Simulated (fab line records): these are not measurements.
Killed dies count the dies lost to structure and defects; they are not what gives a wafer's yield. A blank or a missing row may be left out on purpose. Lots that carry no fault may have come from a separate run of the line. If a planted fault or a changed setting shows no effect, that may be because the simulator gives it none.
Which tool is to blame?    flow gf180mcu    21 wafers sampled from 7 lots at 1 step of a route of 602

WHAT EACH GAUGE READ, for each wafer
GF_V3_OVL_MEAS_15.
lot   measured      on          V3_OVL (nm)
L788  day 22 23:47  overlay-01  7 9 11
L790  day 23 20:52  overlay-01  3 -1 2
L793  day 25 01:20  overlay-02  1 -6 4
L796  day 25 22:56  overlay-02  -1 4 -10
L798  day 26 11:46  overlay-02  -10 -7 -4
L805  day 28 15:56  overlay-02  -14 -6 -13
L807  day 29 00:32  overlay-01  6 5 -3

WHICH TOOL RAN EACH LOT (tool, then ch and the chambers of the sampled wafers, then the start)
The record shows no process step preceding these readings.

THE ANSWER, worked out from the rows above alone
Rule: usual is defined by the lots themselves. Put in order of their means at a reading, lots are off if they are a third of the lots or fewer, leave a main group of 4 or more, and stand apart from it by a gap of 3 or more times the standard deviation of the main group's means; of several such gaps the widest counts. The tables above print the reading to a certain number of digits; a main group whose means all agree to those digits is not used. Also off: a lot with no number at a reading for which 4 or more lots have one. Where the step has rows for the other lots, those lots are counted as sound.
None of the lots is off at any reading shown; this tells nothing.

WHAT THE SIMULATOR HAD INSERTED
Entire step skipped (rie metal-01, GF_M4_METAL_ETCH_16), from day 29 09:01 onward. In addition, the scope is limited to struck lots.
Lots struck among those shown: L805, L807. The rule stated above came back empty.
